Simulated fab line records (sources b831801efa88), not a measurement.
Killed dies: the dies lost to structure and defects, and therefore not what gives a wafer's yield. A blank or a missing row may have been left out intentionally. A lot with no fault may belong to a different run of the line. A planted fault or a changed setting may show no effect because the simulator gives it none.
fab line records + flow gf180mcu
record:
- lots: 14
- wafers: 42
- lastDay: 35
route steps=602 shown NWELL@53 VT_IMPLANT@97
lots that met no fault: taken from a fault-free run of the same line
startH: the number of hours between the record's first day and the start of the first shown wafer of the lot + waitH: time in hours since the lot's previous step + " the same as in the row above + L1.1+2: a row that stands for several wafers + - value missing, or start not given + * or withheld: withheld + < > ~ a bound
route shown NAME@n: a module of which the file shows steps, and the number in the route of the first + usual: mean/standard deviation taken from wafers without a fault + same: alike in all rows + chamber/n: place in a boat + sites: per-site readings + _std_site: the standard deviation of these + _edge_site: mean of outer sites minus mean of inner sites + radiusMm: how far each site lies from the wafer's centre + mask NAME#n: copy n + behind: the last tool/chamber to shape the wafer + hold: reason for holding the lot/hours on hold/outcome of the hold + device: names the non-switching transistor (n, p or np) + end of line: tests run on the same wafers once the route is complete + a step with no rows: only its recipe + killed: dies that structure and defects cost at the first sort, which is not the same as the wafer's yield + map: a wafer's dies, x killed, . not, _ none there
set.NAME: the setting the step ran with; set.NAME@STEP: the setting that earlier step ran with + model.NAME: the simulator's own value behind a step, which no gauge read
the route's steps for a sample of lots (tables are steps, rows are wafers)
services: a tool's chamber out of use, with start hour (startH, from the record's first day; less than 0 if before it), hours out, and reason
== steps ==
step: GF_NWELL_TW_MEAS_11
usual:
- NWELL_TW: 1581/13
| lot.wafer | tool         | chamber | startH | waitH | NWELL_TW |
|-----------|--------------|---------|--------|-------|----------|
| L228.1    | filmMetro-03 | -       | 67.38  | 0.1   | 1550     |
| L228.4    | "            | -       | "      | "     | 1546     |
| L228.6    | "            | -       | "      | "     | 1564     |
| L231.1    | filmMetro-03 | -       | 81.80  | 0.1   | 1567     |
| L231.3    | "            | -       | "      | "     | 1574     |
| L231.6    | "            | -       | "      | "     | 1571     |
| L232.1    | filmMetro-03 | -       | 86.40  | 0.1   | 1566     |
| L232.2    | "            | -       | "      | "     | 1564     |
| L232.4    | "            | -       | "      | "     | 1571     |
| L234.1    | filmMetro-01 | -       | 101.93 | 0.1   | 1569     |
| L234.3    | "            | -       | "      | "     | 1584     |
| L234.6    | "            | -       | "      | "     | 1567     |
| L235.1    | filmMetro-03 | -       | 102.70 | 0.1   | 1576     |
| L235.5    | "            | -       | "      | "     | 1576     |
| L235.6    | "            | -       | "      | "     | 1574     |
| L236.4    | filmMetro-04 | -       | 106.62 | 0.1   | 1605     |
| L236.5    | "            | -       | "      | "     | 1599     |
| L236.6    | "            | -       | "      | "     | 1597     |
| L240.2    | filmMetro-01 | -       | 127.26 | 0.1   | 1589     |
| L240.3    | "            | -       | "      | "     | 1599     |
| L240.6    | "            | -       | "      | "     | 1592     |
| L242.1    | filmMetro-04 | -       | 139.08 | 0.1   | 1589     |
| L242.2    | "            | -       | "      | "     | 1597     |
| L242.3    | "            | -       | "      | "     | 1601     |
| L243.1    | filmMetro-04 | -       | 145.20 | 0.1   | 1591     |
| L243.2    | "            | -       | "      | "     | 1595     |
| L243.3    | "            | -       | "      | "     | 1588     |
| L244.1    | filmMetro-03 | -       | 148.85 | 0.1   | 1567     |
| L244.2    | "            | -       | "      | "     | 1573     |
| L244.6    | "            | -       | "      | "     | 1573     |
| L245.2    | filmMetro-03 | -       | 156.06 | 0.1   | 1572     |
| L245.3    | "            | -       | "      | "     | 1577     |
| L245.4    | "            | -       | "      | "     | 1571     |
| L247.1    | filmMetro-04 | -       | 168.18 | 0.1   | 1588     |
| L247.5    | "            | -       | "      | "     | 1590     |
| L247.6    | "            | -       | "      | "     | 1591     |
| L248.3    | filmMetro-01 | -       | 172.61 | 0.1   | 1588     |
| L248.5    | "            | -       | "      | "     | 1590     |
| L248.6    | "            | -       | "      | "     | 1586     |
| L250.2    | filmMetro-03 | -       | 186.49 | 0.1   | 1566     |
| L250.3    | "            | -       | "      | "     | 1568     |
| L250.6    | "            | -       | "      | "     | 1570     |
step: GF_VT_IMPLANT_OVL_MEAS_07
usual:
- VT_IMPLANT_OVL: -0.2/1.3
| lot.wafer | tool       | chamber | startH | waitH | VT_IMPLANT_OVL[nm] |
|-----------|------------|---------|--------|-------|--------------------|
| L228.1    | overlay-02 | -       | 125.49 | 0.1   | -1.6               |
| L228.4    | "          | -       | "      | "     | 0.7                |
| L228.6    | "          | -       | "      | "     | -1.0               |
| L231.1    | overlay-01 | -       | 142.66 | 0.1   | -0.1               |
| L231.3    | "          | -       | "      | "     | -0.5               |
| L231.6    | "          | -       | "      | "     | -0.7               |
| L232.1    | overlay-01 | -       | 146.39 | 0.1   | 0.2                |
| L232.2    | "          | -       | "      | "     | 2.6                |
| L232.4    | "          | -       | "      | "     | 0.5                |
| L234.1    | overlay-02 | -       | 165.56 | 0.1   | 0.0                |
| L234.3    | "          | -       | "      | "     | 0.4                |
| L234.6    | "          | -       | "      | "     | -0.8               |
| L235.1    | overlay-01 | -       | 165.76 | 0.1   | -0.1               |
| L235.5    | "          | -       | "      | "     | 1.9                |
| L235.6    | "          | -       | "      | "     | 0.6                |
| L236.4    | overlay-02 | -       | 168.43 | 0.1   | 2.1                |
| L236.5    | "          | -       | "      | "     | 0.5                |
| L236.6    | "          | -       | "      | "     | 2.2                |
| L240.2    | overlay-01 | -       | 193.60 | 0.1   | 0.2                |
| L240.3    | "          | -       | "      | "     | 0.1                |
| L240.6    | "          | -       | "      | "     | 0.9                |
| L242.1    | overlay-02 | -       | 203.74 | 0.1   | 0.2                |
| L242.2    | "          | -       | "      | "     | 0.5                |
| L242.3    | "          | -       | "      | "     | 0.3                |
| L243.1    | overlay-01 | -       | 213.36 | 0.1   | -0.2               |
| L243.2    | "          | -       | "      | "     | -2.4               |
| L243.3    | "          | -       | "      | "     | 0.4                |
| L244.1    | overlay-01 | -       | 217.36 | 0.1   | -0.3               |
| L244.2    | "          | -       | "      | "     | -1.0               |
| L244.6    | "          | -       | "      | "     | -0.8               |
| L245.2    | overlay-02 | -       | 225.25 | 0.1   | -1.2               |
| L245.3    | "          | -       | "      | "     | -1.2               |
| L245.4    | "          | -       | "      | "     | -0.6               |
| L247.1    | overlay-02 | -       | 239.61 | 0.1   | 1.0                |
| L247.5    | "          | -       | "      | "     | 0.7                |
| L247.6    | "          | -       | "      | "     | 0.1                |
| L248.3    | overlay-02 | -       | 244.57 | 0.1   | -1.4               |
| L248.5    | "          | -       | "      | "     | -3.5               |
| L248.6    | "          | -       | "      | "     | -1.5               |
| L250.2    | overlay-01 | -       | 260.11 | 0.1   | -0.7               |
| L250.3    | "          | -       | "      | "     | -2.0               |
| L250.6    | "          | -       | "      | "     | -0.8               |
step: GF_VT_IMPLANT_EXPOSE_15
recipe:
- maskId: Nwell_LV_AREA
- targetCdNm: 860
- na: 0.6
- sourceShape: conventional
- sigmaOuter: 0.6
- doseMj: 140
usual:
- exposureDoseMJCm2: 140.00/0.14
- focusOffsetNm: 0.1/0.48
| lot.wafer | tool            | chamber | startH | waitH | mask            | exposureDoseMJCm2 | focusOffsetNm |
|-----------|-----------------|---------|--------|-------|-----------------|-------------------|---------------|
| L228.1    | ilineStepper-01 | 0       | 133.24 | -     | Nwell_LV_AREA#0 | 139.81            | -0.4          |
| L228.4    | "               | 0       | "      | "     | Nwell_LV_AREA#0 | 139.81            | 0.0           |
| L228.6    | "               | 0       | "      | "     | Nwell_LV_AREA#0 | 139.97            | -0.6          |
| L231.1    | ilineStepper-02 | 0       | 150.71 | -     | Nwell_LV_AREA#0 | 140.10            | 0.3           |
| L231.3    | "               | 0       | "      | "     | Nwell_LV_AREA#0 | 140.08            | -0.3          |
| L231.6    | "               | 0       | "      | "     | Nwell_LV_AREA#0 | 140.08            | -0.6          |
| L232.1    | ilineStepper-01 | 0       | 154.39 | -     | Nwell_LV_AREA#0 | 139.91            | -0.4          |
| L232.2    | "               | 0       | "      | "     | Nwell_LV_AREA#0 | 140.02            | 0.1           |
| L232.4    | "               | 0       | "      | "     | Nwell_LV_AREA#0 | 139.90            | 0.7           |
| L234.1    | ilineStepper-01 | 0       | 174.93 | -     | Nwell_LV_AREA#0 | 140.20            | 0.4           |
| L234.3    | "               | 0       | "      | "     | Nwell_LV_AREA#0 | 140.13            | -0.2          |
| L234.6    | "               | 0       | "      | "     | Nwell_LV_AREA#0 | 140.16            | -0.4          |
| L235.1    | ilineStepper-01 | 0       | 175.05 | -     | Nwell_LV_AREA#0 | 140.05            | 0.6           |
| L235.5    | "               | 0       | "      | "     | Nwell_LV_AREA#0 | 139.97            | 0.2           |
| L235.6    | "               | 0       | "      | "     | Nwell_LV_AREA#0 | 139.89            | 0.0           |
| L236.4    | ilineStepper-02 | 0       | 177.49 | -     | Nwell_LV_AREA#0 | 139.94            | 0.8           |
| L236.5    | "               | 0       | "      | "     | Nwell_LV_AREA#0 | 139.72            | -0.7          |
| L236.6    | "               | 0       | "      | "     | Nwell_LV_AREA#0 | 139.75            | -0.2          |
| L240.2    | ilineStepper-01 | 0       | 203.33 | -     | Nwell_LV_AREA#0 | 139.89            | -0.7          |
| L240.3    | "               | 0       | "      | "     | Nwell_LV_AREA#0 | 140.15            | -0.4          |
| L240.6    | "               | 0       | "      | "     | Nwell_LV_AREA#0 | 140.16            | -0.2          |
| L242.1    | ilineStepper-01 | -       | 212.93 | -     | Nwell_LV_AREA#0 | -                 | -             |
| L242.2    | "               | -       | "      | "     | Nwell_LV_AREA#0 | -                 | -             |
| L242.3    | "               | -       | "      | "     | Nwell_LV_AREA#0 | -                 | -             |
| L243.1    | ilineStepper-01 | -       | 223.16 | -     | Nwell_LV_AREA#0 | -                 | -             |
| L243.2    | "               | -       | "      | "     | Nwell_LV_AREA#0 | -                 | -             |
| L243.3    | "               | -       | "      | "     | Nwell_LV_AREA#0 | -                 | -             |
| L244.1    | ilineStepper-01 | 0       | 226.49 | -     | Nwell_LV_AREA#0 | 139.95            | -0.7          |
| L244.2    | "               | 0       | "      | "     | Nwell_LV_AREA#0 | 139.94            | -0.4          |
| L244.6    | "               | 0       | "      | "     | Nwell_LV_AREA#0 | 139.83            | 0.8           |
| L245.2    | ilineStepper-02 | 0       | 235.53 | -     | Nwell_LV_AREA#0 | 140.01            | 0.7           |
| L245.3    | "               | 0       | "      | "     | Nwell_LV_AREA#0 | 140.15            | 0.0           |
| L245.4    | "               | 0       | "      | "     | Nwell_LV_AREA#0 | 140.07            | 0.4           |
| L247.1    | ilineStepper-02 | 0       | 249.41 | -     | Nwell_LV_AREA#0 | 140.15            | 0.3           |
| L247.5    | "               | 0       | "      | "     | Nwell_LV_AREA#0 | 140.07            | 1.0           |
| L247.6    | "               | 0       | "      | "     | Nwell_LV_AREA#0 | 139.83            | 0.6           |
| L248.3    | ilineStepper-01 | 0       | 254.22 | -     | Nwell_LV_AREA#0 | 140.00            | 0.2           |
| L248.5    | "               | 0       | "      | "     | Nwell_LV_AREA#0 | 139.92            | 0.6           |
| L248.6    | "               | 0       | "      | "     | Nwell_LV_AREA#0 | 139.62            | -0.3          |
| L250.2    | ilineStepper-01 | 0       | 270.30 | -     | Nwell_LV_AREA#0 | 139.84            | 0.5           |
| L250.3    | "               | 0       | "      | "     | Nwell_LV_AREA#0 | 140.00            | 0.7           |
| L250.6    | "               | 0       | "      | "     | Nwell_LV_AREA#0 | 139.97            | 0.2           |
== services ==
| tool            | chamber | startH | hours | kind        |
|-----------------|---------|--------|-------|-------------|
| ilineStepper-01 | -       | 156.24 | 1.7   | pm          |
| ilineStepper-02 | -       | 218.61 | 9.3   | repair      |
| ilineStepper-01 | 0       | 218.70 | -     | calibration |
| ilineStepper-01 | -       | 236.74 | 2.7   | repair      |
| ilineStepper-01 | -       | 237.91 | 14.2  | repair      |
| ilineStepper-02 | 0       | 254.79 | -     | calibration |
| ilineStepper-02 | -       | 267.78 | 1.7   | pm          |
== key ==
firstSign:
- step: GF_VT_IMPLANT_EXPOSE_15
- reading: toolRecord
- direction: missing
effect none on later readings
metAt GF_VT_IMPLANT_EXPOSE_15
struckLots L242,L243
laterRowsLeftOut L242.1,L242.2,L242.3,L243.1,L243.2,L243.3
sortLeftOut L242.1,L242.2,L242.3,L243.1,L243.2,L243.3
testerLeftOut L242,L243
notActingAt GF_NWELL_TW_MEAS_11,GF_VT_IMPLANT_OVL_MEAS_07
onsetBetween 203.33 212.93
fault:
- kind: skippedStepWhole
- tool: ilineStepper-01
- chamber: -
- onsetH: 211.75
- steps: GF_VT_IMPLANT_EXPOSE_15
- scope: struckLotsOnly
testerLeftOut: of these lots the tester's yield and bins aren't shown, on N5 and GAA mostly nor the transistor test; their killed dies are dies lost to structure and defects alone, not to doping, threshold or leakage, so they don't give the yield
sortLeftOut: the simulated sort isn't trusted on such a fault, so these wafers' sort isn't shown, and their yield isn't known
laterRowsLeftOut: the simulator's readings of these wafers behind a module that went badly wrong aren't trusted and aren't shown, but for the sort
